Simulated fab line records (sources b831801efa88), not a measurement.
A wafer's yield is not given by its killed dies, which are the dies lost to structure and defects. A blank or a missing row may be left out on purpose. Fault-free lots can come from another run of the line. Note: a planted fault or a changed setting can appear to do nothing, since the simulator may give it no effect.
fab line records	flow sky130	part 1 of 2: steps 1 to 28 of 37
[record] lots = 5	wafers = 15	last_day = 50
route steps=708 shown METAL4@622 VIA4@639
lots untouched by any fault: they come from a run of this same line in which no faults occurred
start_h: the number of hours between the record's first day and the start of the first shown wafer of the lot	wait_h: time in hours since the lot's previous step	" same as the row above	L1.1+2: a single row standing in for several wafers	- no value, or no start given	* or withheld: withheld	< > ~ a bound
route shown NAME@n: a module of which the file shows steps, and the number in the route of the first	usual: mean/standard deviation taken from wafers without a fault	same: alike in all rows	chamber/n: place in a boat	sites: per-site readings	_std_site: the values' standard deviation	_edge_site: inner sites' mean taken away from outer sites' mean	radius_mm: for every site, how far away it sits from the centre of the wafer	mask NAME#n: copy n	behind: the tool/chamber that last shaped the wafer	hold: why the lot went on hold/how many hours it stayed there/how the hold came to an end	device: transistor that didn't switch, given as n, p or np	end of line: the route-end tests of the same wafers	where a step has no rows: the recipe by itself	killed: not the wafer's yield, but the dies lost to structure and defects at the first sort	map: per-die view of a wafer (x killed, . not killed, _ where there is no die)
set.NAME: setting as actually run; set.NAME@STEP: the setting as run at that earlier step	model.NAME: the simulator's own value behind a step, which no gauge read
lots at some steps of the route; a table a step, a row a wafer
services: the hour from which a tool's chamber was out of use, counted from the record's first day as start_h (under 0 if before that day), plus the number of hours and why
[[steps]]
[step SKY_METAL4_HMDS_06]
[recipe] prime_time_s = 60	prime_temp_c = 120
[same] prime_time_s = 60
lot.wafer	tool	chamber	start_h	wait_h
L074.1+2+3	litho_track-01	0	970.95	0.1
L087.1+2+4	litho_track-04	0	1048.98	0.1
L093.2+3+6	litho_track-02	0	1087.09	0.1
L097.2+4+6	litho_track-02	0	1114.39	0.1
L096.1+2+6	litho_track-02	0	1119.17	0.1
[step SKY_METAL4_COAT_07]
[recipe] resist = BARC	temp_c = withheld	time_s = withheld	spin_rpm = 3000	resist_thk_nm = 60
[usual] spin_speed_rpm = 3000.4/1.7
lot.wafer	tool	chamber	start_h	wait_h	spin_speed_rpm
L074.1	litho_track-01	0	971.10	0.1	2998.8
L074.2	"	0	"	"	2999.5
L074.3	"	0	"	"	2998.4
L087.1	litho_track-04	0	1049.13	0.1	2998.5
L087.2	"	0	"	"	2998.9
L087.4	"	0	"	"	2998.7
L093.2	litho_track-02	0	1087.24	0.1	3001.4
L093.3	"	0	"	"	3002.3
L093.6	"	0	"	"	2999.4
L097.2	litho_track-02	0	1114.54	0.1	3002.3
L097.4	"	0	"	"	3002.1
L097.6	"	0	"	"	2999.0
L096.1	litho_track-02	0	1119.32	0.1	2999.0
L096.2	"	0	"	"	2999.5
L096.6	"	0	"	"	2998.6
[step SKY_METAL4_COAT_08]
[recipe] resist = KrF-thick	spin_rpm = 3000	resist_thk_nm = 1140
[usual] spin_speed_rpm = 3000.4/1.8
lot.wafer	tool	chamber	start_h	wait_h	spin_speed_rpm
L074.1	litho_track-01	0	-	-	2998.7
L074.2	"	0	"	"	3003.0
L074.3	"	0	"	"	2998.7
L087.1	litho_track-04	0	-	-	3000.2
L087.2	"	0	"	"	2997.9
L087.4	"	0	"	"	3000.5
L093.2	litho_track-02	0	-	-	2996.7
L093.3	"	0	"	"	2999.4
L093.6	"	0	"	"	2995.3
L097.2	litho_track-02	0	-	-	3002.4
L097.4	"	0	"	"	3002.4
L097.6	"	0	"	"	2999.5
L096.1	litho_track-02	0	-	-	3002.1
L096.2	"	0	"	"	2999.2
L096.6	"	0	"	"	3001.8
[step SKY_METAL4_SOFTBAKE_09]
[recipe] temp_c = 100.5	time_s = 90	resist = KrF-thick
lot.wafer	tool	chamber	start_h	wait_h
L074.1+2+3	litho_track-01	0	-	-
L087.1+2+4	litho_track-04	0	-	-
L093.2+3+6	litho_track-02	0	-	-
L097.2+4+6	litho_track-02	0	-	-
L096.1+2+6	litho_track-02	0	-	-
[step SKY_METAL4_EXPOSE_10]
[recipe] mask_id = MM4	na = 0.68	source_shape = annular	sigma_inner = 0.4	sigma_outer = 0.8	target_cd_nm = 300	dose_mj = 28
lot.wafer	tool	chamber	start_h	wait_h	mask
L074.1+2+3	krf_scanner-02	0	-	-	MM4#0
L087.1+2+4	krf_scanner-02	0	-	-	MM4#0
L093.2+3+6	krf_scanner-01	0	-	-	MM4#0
L097.2+4+6	krf_scanner-01	0	-	-	MM4#0
L096.1+2+6	krf_scanner-01	0	-	-	MM4#0
[step SKY_METAL4_PEB_11]
[recipe] peb_temp_c = withheld	peb_time_s = withheld	resist = KrF-thick
lot.wafer	tool	chamber	start_h	wait_h
L074.1+2+3	litho_track-04	0	-	-
L087.1+2+4	litho_track-01	0	-	-
L093.2+3+6	litho_track-01	0	-	-
L097.2+4+6	litho_track-02	0	-	-
L096.1+2+6	litho_track-02	0	-	-
[step SKY_METAL4_DEVELOP_12]
[recipe] develop_time_s = 60	resist = KrF-thick	dev_temp_c = 21
[usual] developer_temp_C = 20.99/0.1
lot.wafer	tool	chamber	start_h	wait_h	developer_temp_C
L074.1	litho_track-04	0	-	-	21.12
L074.2	"	0	"	"	21.17
L074.3	"	0	"	"	21.17
L087.1	litho_track-01	0	-	-	21.13
L087.2	"	0	"	"	21.17
L087.4	"	0	"	"	21.05
L093.2	litho_track-01	0	-	-	20.99
L093.3	"	0	"	"	20.84
L093.6	"	0	"	"	20.95
L097.2	litho_track-02	0	-	-	21.00
L097.4	"	0	"	"	21.05
L097.6	"	0	"	"	21.02
L096.1	litho_track-02	0	-	-	20.94
L096.2	"	0	"	"	21.00
L096.6	"	0	"	"	21.00
[step SKY_METAL4_CD_MEAS_13]
[recipe] target_cd_nm = 300
[usual] cd_nm = 299.8/1.4
lot.wafer	tool	chamber	start_h	wait_h	cd_nm
L074.1	cd_sem-01	-	983.73	-	300.1
L074.2	"	-	"	"	300.7
L074.3	"	-	"	"	299.9
L087.1	cd_sem-02	-	1059.74	-	299.6
L087.2	"	-	"	"	299.8
L087.4	"	-	"	"	300.7
L093.2	cd_sem-02	-	1098.22	-	297.9
L093.3	"	-	"	"	297.9
L093.6	"	-	"	"	299.2
L097.2	cd_sem-02	-	1124.44	-	300.6
L097.4	"	-	"	"	300.7
L097.6	"	-	"	"	298.9
L096.1	cd_sem-01	-	1128.52	-	301.0
L096.2	"	-	"	"	300.3
L096.6	"	-	"	"	299.7
[step SKY_METAL4_OVL_MEAS_14]
[usual] METAL4_OVL = -4/6.5
lot.wafer	tool	chamber	start_h	wait_h	METAL4_OVL[nm]
L074.1	overlay-02	-	983.85	0.1	2
L074.2	"	-	"	"	-11
L074.3	"	-	"	"	-2
L087.1	overlay-01	-	1059.86	0.1	2
L087.2	"	-	"	"	-6
L087.4	"	-	"	"	-2
L093.2	overlay-02	-	1098.33	0.1	4
L093.3	"	-	"	"	-7
L093.6	"	-	"	"	-1
L097.2	overlay-01	-	1124.55	0.1	9
L097.4	"	-	"	"	5
L097.6	"	-	"	"	1
L096.1	overlay-01	-	1128.64	0.1	4
L096.2	"	-	"	"	4
L096.6	"	-	"	"	3
[step SKY_METAL4_DESCUM_15]
[recipe] chemistry = O2	source_power_w = 150	bias_power_w = 0	pressure_mtorr = 10	temp_c = 40	time_s = 8
[usual] drypump_motor_current_A = 5.7/0.46	oes_product_au = 1.000/0.006	temp_c = 40.02/0.12
lot.wafer	tool	chamber	start_h	wait_h	drypump_motor_current_A	oes_product_au	rf_hours_counter_h	temp_c
L074.1	rie_metal-03	0	983.88	0.0	5.4	1.002	20	39.90
L074.2	"	1	"	"	6.4	1.005	15	40.01
L074.3	"	1	"	"	6.4	1.003	-	40.00
L087.1	rie_metal-03	1	1059.90	0.0	6.4	0.993	21	40.00
L087.2	"	0	"	"	5.5	1.009	2	40.09
L087.4	"	0	"	"	5.5	1.001	-	40.09
L093.2	rie_metal-01	1	1098.37	0.0	5.3	1.006	-	39.94
L093.3	"	1	"	"	5.3	1.003	-	40.08
L093.6	"	1	"	"	5.2	1.005	-	39.95
L097.2	rie_metal-01	0	1124.58	0.0	5.5	0.998	12	40.05
L097.4	"	1	"	"	5.3	1.002	-	40.04
L097.6	"	1	"	"	5.3	1.000	-	40.08
L096.1	rie_metal-01	1	1128.68	0.0	5.3	1.013	26	40.05
L096.2	"	0	"	"	5.4	1.002	12	40.08
L096.6	"	1	"	"	5.3	1.013	-	40.06
[step SKY_METAL4_ETCH_16]
[recipe] chemistry = N2/H2	target = BARC	ion_energy_ev = 200	bias_w = 100	pressure_mtorr = 30	n2_flow_sccm = 100	h2_flow_sccm = 200	icp_w = 500	stop_on = SiO2	time_s = 88.2	target_depth_a = 600
[usual] drypump_motor_current_A = 5.7/0.46	oes_product_au = 0.626/0.0044	throttle_valve_pct = 13.206/0.0095
lot.wafer	tool	chamber	start_h	wait_h	drypump_motor_current_A	oes_product_au	rf_hours_counter_h	throttle_valve_pct
L074.1	rie_metal-03	0	983.91	0.0	5.5	0.623	20	13.203
L074.2	"	1	"	"	6.4	0.628	15	13.199
L074.3	"	1	"	"	6.4	0.622	-	13.201
L087.1	rie_metal-03	1	1059.93	0.0	6.4	0.630	21	13.203
L087.2	"	0	"	"	5.5	0.618	2	13.207
L087.4	"	0	"	"	5.4	0.633	-	13.209
L093.2	rie_metal-01	1	1098.45	0.1	5.3	0.626	-	13.214
L093.3	"	1	"	"	5.3	0.627	-	13.209
L093.6	"	1	"	"	5.3	0.627	-	13.216
L097.2	rie_metal-01	0	1124.61	0.0	5.5	0.636	12	13.217
L097.4	"	1	"	"	5.3	0.627	-	13.211
L097.6	"	1	"	"	5.3	0.627	-	13.186
L096.1	rie_metal-01	1	1128.71	0.0	5.3	0.623	26	13.204
L096.2	"	0	"	"	5.4	0.623	12	13.198
L096.6	"	1	"	"	5.3	0.629	-	13.205
[step SKY_METAL4_ETCH_17]
[recipe] target = SiO2	stop_on = TiN	chemistry = C4F8/O2/Ar	source_w = 1500	bias_w = 1200	pressure_mtorr = 40	c4f8_flow_sccm = withheld	O2_flow_sccm = 6	Ar_flow_sccm = 300	time_s = 3.9	target_depth_a = 150
[usual] oes_product_au = 0.754/0.0065
lot.wafer	tool	chamber	start_h	wait_h	oes_product_au	rf_hours_counter_h
L074.1	rie_diel-02	2	984.01	0.1	0.762	14
L074.2	"	3	"	"	0.755	7
L074.3	"	1	"	"	0.761	7
L087.1	rie_diel-03	3	1060.03	0.1	0.755	17
L087.2	"	2	"	"	0.749	10
L087.4	"	0	"	"	0.764	4
L093.2	rie_diel-03	0	1098.62	0.1	0.742	6
L093.3	"	3	"	"	0.738	18
L093.6	"	3	"	"	0.754	-
L097.2	rie_diel-02	2	1124.71	0.1	0.756	19
L097.4	"	3	"	"	0.755	12
L097.6	"	0	"	"	0.752	-
L096.1	rie_diel-03	1	1128.81	0.1	0.754	23
L096.2	"	2	"	"	0.744	13
L096.6	"	2	"	"	0.749	-
[step SKY_METAL4_METAL_ETCH_18]
[recipe] target_depth_a = 8450	stop_on = SiO2	over_etch_frac = 0.3	time_s = 183.1	chemistry = Cl2/BCl3	resist_sidewall_deg = 88	pressure_mtorr = 10	icp_w = 900	bias_w = 48.5	Cl2_flow_sccm = 60	bcl3_flow_sccm = 30
[usual] drypump_motor_current_A = 5.8/0.44	oes_product_au = 0.867/0.0068	throttle_valve_pct = 22.265/0.0094
lot.wafer	tool	chamber	start_h	wait_h	drypump_motor_current_A	oes_product_au	rf_hours_counter_h	throttle_valve_pct
L074.1	rie_metal-04	1	984.03	0.0	6.0	0.851	5	22.258
L074.2	"	0	"	"	6.3	0.856	13	22.266
L074.3	"	1	"	"	6.0	0.857	-	22.265
L087.1	rie_metal-03	1	1060.04	0.0	6.3	0.870	21	22.251
L087.2	"	0	"	"	5.4	0.863	2	22.283
L087.4	"	0	"	"	5.5	0.858	-	22.268
L093.2	rie_metal-03	0	1098.64	0.0	5.4	0.874	5	22.259
L093.3	"	1	"	"	6.3	0.864	-	22.249
L093.6	"	1	"	"	6.4	0.868	-	22.246
L097.2	rie_metal-03	1	1124.72	0.0	6.4	0.874	26	22.264
L097.4	"	0	"	"	5.4	0.870	-	22.258
L097.6	"	0	"	"	5.5	0.873	-	22.254
L096.1	rie_metal-04	1	1128.82	0.0	6.0	0.877	15	22.254
L096.2	"	0	"	"	6.3	0.869	23	22.268
L096.6	"	0	"	"	6.3	0.865	-	22.276
[step SKY_METAL4_STRIP_19]
[recipe] chemistry = O2/N2	power_w = 1400	pressure_mtorr = 1500	platen_temp_c = withheld	o2_flow_sccm = 3000	n2_flow_sccm = 300	overash_fraction = 0.5
[usual] drypump_motor_current_A = 5.8/0.51	o2_flow_sccm = 3000/8.9	oes_product_au = 0.502/0.0046	strip_time_to_endpoint_s = 6.55/0.048
lot.wafer	tool	chamber	start_h	wait_h	drypump_motor_current_A	o2_flow_sccm	oes_product_au	rf_hours_counter_h	strip_time_to_endpoint_s
L074.1	plasma_asher-04	1	984.21	0.1	5.2	3013	0.505	56	6.54
L074.2	"	0	"	"	6.2	2999	0.502	56	6.51
L074.3	"	1	"	"	5.2	2987	0.503	-	6.51
L087.1	plasma_asher-01	0	1060.22	0.1	5.5	2995	0.505	99	6.60
L087.2	"	1	"	"	6.4	3002	0.501	99	6.57
L087.4	"	1	"	"	6.4	3004	0.506	-	6.56
L093.2	plasma_asher-03	0	1098.82	0.1	5.5	2989	0.514	3	6.57
L093.3	"	0	"	"	5.5	2998	0.498	-	6.53
L093.6	"	1	"	"	6.5	2989	0.511	-	6.55
L097.2	plasma_asher-04	0	1124.90	0.1	6.2	2983	0.501	69	6.53
L097.4	"	1	"	"	5.1	2990	0.501	-	6.52
L097.6	"	0	"	"	6.1	2982	0.507	-	6.56
L096.1	plasma_asher-03	1	1129.00	0.1	6.5	2989	0.497	7	6.55
L096.2	"	0	"	"	5.5	3011	0.494	7	6.44
L096.6	"	0	"	"	5.5	3004	0.497	-	6.50
[step SKY_METAL4_STRIP_20]
[recipe] chemistry = post_etch_residue_remover	time_s = 1200	temp_c = 72.5
[usual] temp_c = 72.49/0.13
lot.wafer	tool	chamber	start_h	wait_h	temp_c
L074.1	wet_bench-03	3	984.31	0.1	72.59
L074.2	"	3	"	"	72.35
L074.3	"	3	"	"	72.52
L087.1	wet_bench-04	3	1060.32	0.1	72.44
L087.2	"	3	"	"	72.33
L087.4	"	3	"	"	72.60
L093.2	wet_bench-04	3	1098.92	0.1	72.44
L093.3	"	3	"	"	72.49
L093.6	"	3	"	"	72.59
L097.2	wet_bench-03	3	1125.00	0.1	72.54
L097.4	"	3	"	"	72.61
L097.6	"	3	"	"	72.67
L096.1	wet_bench-03	3	1129.10	0.1	72.50
L096.2	"	3	"	"	72.37
L096.6	"	3	"	"	72.34
[step SKY_METAL4_CLEAN_21]
[recipe] chemistry = IPA	time_s = 180	temp_c = 25
[usual] temp_c = 24.98/0.092
lot.wafer	tool	chamber	start_h	wait_h	temp_c
L074.1	wet_bench-02	2	984.68	0.0	24.95
L074.2	"	2	"	"	24.91
L074.3	"	2	"	"	24.98
L087.1	wet_bench-04	3	1060.66	0.0	25.12
L087.2	"	3	"	"	25.00
L087.4	"	3	"	"	24.93
L093.2	wet_bench-03	1	1099.26	0.0	24.95
L093.3	"	1	"	"	25.08
L093.6	"	1	"	"	25.09
L097.2	wet_bench-04	2	1125.34	0.0	24.97
L097.4	"	2	"	"	24.96
L097.6	"	2	"	"	25.16
L096.1	wet_bench-04	2	1129.44	0.0	24.90
L096.2	"	2	"	"	24.94
L096.6	"	2	"	"	24.89
[step SKY_METAL4_CLEAN_22]
[recipe] chemistry = O3/DIW	dry = n2_spin
lot.wafer	tool	chamber	start_h	wait_h
L074.1+2+3	wet_bench-03	3	984.75	0.0
L087.1+2+4	wet_bench-04	3	1060.72	0.0
L093.2+3+6	wet_bench-02	3	1099.32	0.0
L097.2+4+6	wet_bench-03	3	1125.40	0.0
L096.1+2+6	wet_bench-03	1	1129.51	0.0
[step SKY_VIA4_HDPCVD_00]
[recipe] material = SiO2	target_thk_nm = 1750	sigma_open_frac = 0.3	time_s = 291.7	temp_c = 400	sih4_flow_sccm = 60	pressure_mtorr = 6
[usual] sih4_flow_sccm = 59.99/0.18
lot.wafer	tool	chamber	start_h	wait_h	sih4_flow_sccm
L074.1	hdpcvd-02	2	984.85	0.0	59.84
L074.2	"	0	"	"	59.93
L074.3	"	1	"	"	60.05
L087.1	hdpcvd-02	0	1060.81	0.0	60.01
L087.2	"	1	"	"	60.07
L087.4	"	2	"	"	59.60
L093.2	hdpcvd-01	2	1099.41	0.0	60.39
L093.3	"	0	"	"	59.92
L093.6	"	1	"	"	59.88
L097.2	hdpcvd-02	2	1125.49	0.0	59.96
L097.4	"	1	"	"	60.22
L097.6	"	0	"	"	60.23
L096.1	hdpcvd-01	2	1129.60	0.0	59.92
L096.2	"	0	"	"	59.79
L096.6	"	2	"	"	59.74
[step SKY_VIA4_THK_MEAS_01]
[recipe] reads = SiO2_of_VIA4_HDPCVD_00
[usual] VIA4_HDPCVD_THK = 1757/17
lot.wafer	tool	chamber	start_h	wait_h	VIA4_HDPCVD_THK[nm]
L074.1	film_metro-01	-	985.02	0.1	1758
L074.2	"	-	"	"	1752
L074.3	"	-	"	"	1757
L087.1	film_metro-01	-	1060.99	0.1	1728
L087.2	"	-	"	"	1750
L087.4	"	-	"	"	1748
L093.2	film_metro-03	-	1099.60	0.1	1741
L093.3	"	-	"	"	1757
L093.6	"	-	"	"	1766
L097.2	film_metro-03	-	1125.68	0.1	1743
L097.4	"	-	"	"	1751
L097.6	"	-	"	"	1767
L096.1	film_metro-03	-	1129.78	0.1	1746
L096.2	"	-	"	"	1723
L096.6	"	-	"	"	1740
[step SKY_VIA4_CMP_02]
[recipe] material = SiO2	down_force_psi = 4	platen_rpm = 60	pad_velocity_m_s = 0.94248
[usual] head_pressure_psi = 4.000/0.0085	motor_current_A = 12.7/1.1
lot.wafer	tool	chamber	start_h	wait_h	head_pressure_psi	motor_current_A
L074.1	cmp-01	1	985.08	0.1	4.008	13.5
L074.2	"	3	"	"	4.004	12.9
L074.3	"	0	"	"	4.010	11.4
L087.4	cmp-02	2	1061.17	0.1	4.010	12.8
L087.2	"	3	"	"	3.983	11.4
L087.1	"	0	"	"	4.014	10.8
L093.3	cmp-01	0	1099.70	0.1	4.005	11.7
L093.2	"	1	"	"	3.987	13.2
L093.6	"	3	"	"	4.000	12.2
L097.2	cmp-02	2	1125.73	0.0	3.995	14.1
L097.4	"	0	"	"	3.995	10.6
L097.6	"	3	"	"	4.008	11.5
L096.2	cmp-02	2	1129.89	0.1	4.001	13.1
L096.1	"	3	"	"	4.003	11.5
L096.6	"	2	"	"	3.994	13.2
[step SKY_VIA4_BOW_MEAS_03]
[recipe] mode = bow
[usual] VIA4_BOW = 81/7.5
lot.wafer	tool	chamber	start_h	wait_h	VIA4_BOW[um]
L074.1	film_metro-02	-	985.38	0.2	87
L074.2	"	-	"	"	83
L074.3	"	-	"	"	71
L087.1	film_metro-02	-	1061.47	0.1	84
L087.2	"	-	"	"	75
L087.4	"	-	"	"	91
L093.2	film_metro-01	-	1100.02	0.2	82
L093.3	"	-	"	"	81
L093.6	"	-	"	"	84
L097.2	film_metro-01	-	1126.05	0.3	77
L097.4	"	-	"	"	79
L097.6	"	-	"	"	77
L096.1	film_metro-02	-	1130.14	0.1	83
L096.2	"	-	"	"	71
L096.6	"	-	"	"	74
[step SKY_VIA4_DEHYDRATE_04]
[recipe] temp_c = 200	time_s = 60
lot.wafer	tool	chamber	start_h	wait_h
L074.1+2+3	litho_track-01	0	996.55	11.1
L087.1+2+4	litho_track-03	0	1072.49	11.0
L093.2+3+6	litho_track-01	0	1108.63	8.6
L097.2+4+6	litho_track-04	0	1135.35	9.3
L096.1+2+6	litho_track-03	0	1139.49	9.3
[step SKY_VIA4_HMDS_05]
[recipe] prime_time_s = 60	prime_temp_c = 120
[same] prime_time_s = 60
lot.wafer	tool	chamber	start_h	wait_h
L074.1+2+3	litho_track-01	0	996.70	0.1
L087.1+2+4	litho_track-03	0	1072.64	0.1
L093.2+3+6	litho_track-01	0	1108.78	0.1
L097.2+4+6	litho_track-04	0	1135.50	0.1
L096.1+2+6	litho_track-03	0	1139.64	0.1
[step SKY_VIA4_COAT_06]
[recipe] resist = NOVOLAK	spin_rpm = 3000	resist_thk_nm = 1140
[usual] spin_speed_rpm = 2999.9/1.9
lot.wafer	tool	chamber	start_h	wait_h	spin_speed_rpm
L074.1	litho_track-01	0	996.85	0.1	3003.5
L074.2	"	0	"	"	2999.8
L074.3	"	0	"	"	2999.5
L087.1	litho_track-03	0	1072.79	0.1	2999.6
L087.2	"	0	"	"	2999.1
L087.4	"	0	"	"	3000.0
L093.2	litho_track-01	0	1108.93	0.1	2998.9
L093.3	"	0	"	"	2997.4
L093.6	"	0	"	"	3000.2
L097.2	litho_track-04	0	1135.65	0.1	3000.0
L097.4	"	0	"	"	2998.2
L097.6	"	0	"	"	2998.5
L096.1	litho_track-03	0	1139.79	0.1	2997.0
L096.2	"	0	"	"	2997.2
L096.6	"	0	"	"	3002.6
[step SKY_VIA4_SOFTBAKE_07]
[recipe] temp_c = 90	time_s = 60	resist = NOVOLAK
lot.wafer	tool	chamber	start_h	wait_h
L074.1+2+3	litho_track-01	0	997.00	0.1
L087.1+2+4	litho_track-03	0	1072.94	0.1
L093.2+3+6	litho_track-01	0	1109.08	0.1
L097.2+4+6	litho_track-04	0	1135.80	0.1
L096.1+2+6	litho_track-03	0	1139.94	0.1
[step SKY_VIA4_EXPOSE_08]
[recipe] mask_id = VIM4	na = 0.6	source_shape = conventional	sigma_outer = 0.6	polarization = unpolarized	target_cd_nm = 800	dose_mj = 132
lot.wafer	tool	chamber	start_h	wait_h	mask
L074.1+2+3	iline_stepper-02	0	-	-	VIM4#0
L087.1+2+4	iline_stepper-02	0	-	-	VIM4#0
L093.2+3+6	iline_stepper-01	0	-	-	VIM4#0
L097.2+4+6	iline_stepper-02	0	-	-	VIM4#0
L096.1+2+6	iline_stepper-01	0	-	-	VIM4#0
[step SKY_VIA4_PEB_09]
[recipe] temp_c = withheld	time_s = *	resist = NOVOLAK
lot.wafer	tool	chamber	start_h	wait_h
L074.1+2+3	litho_track-01	0	-	-
L087.1+2+4	litho_track-04	0	-	-
L093.2+3+6	litho_track-01	0	-	-
L097.2+4+6	litho_track-01	0	-	-
L096.1+2+6	litho_track-01	0	-	-
[step SKY_VIA4_DEVELOP_10]
[recipe] resist = NOVOLAK	developer = TMAH	develop_time_s = 60	dev_temp_c = 23
[usual] developer_temp_C = 22.98/0.11
lot.wafer	tool	chamber	start_h	wait_h	developer_temp_C
L074.1	litho_track-01	0	1008.85	0.1	22.99
L074.2	"	0	"	"	23.06
L074.3	"	0	"	"	22.93
L087.1	litho_track-04	0	1082.53	0.1	22.82
L087.2	"	0	"	"	22.80
L087.4	"	0	"	"	22.82
L093.2	litho_track-01	0	1119.33	0.1	22.80
L093.3	"	0	"	"	22.94
L093.6	"	0	"	"	23.11
L097.2	litho_track-01	0	1144.18	0.1	23.05
L097.4	"	0	"	"	22.84
L097.6	"	0	"	"	22.98
L096.1	litho_track-01	0	1147.95	0.1	23.05
L096.2	"	0	"	"	22.84
L096.6	"	0	"	"	22.92
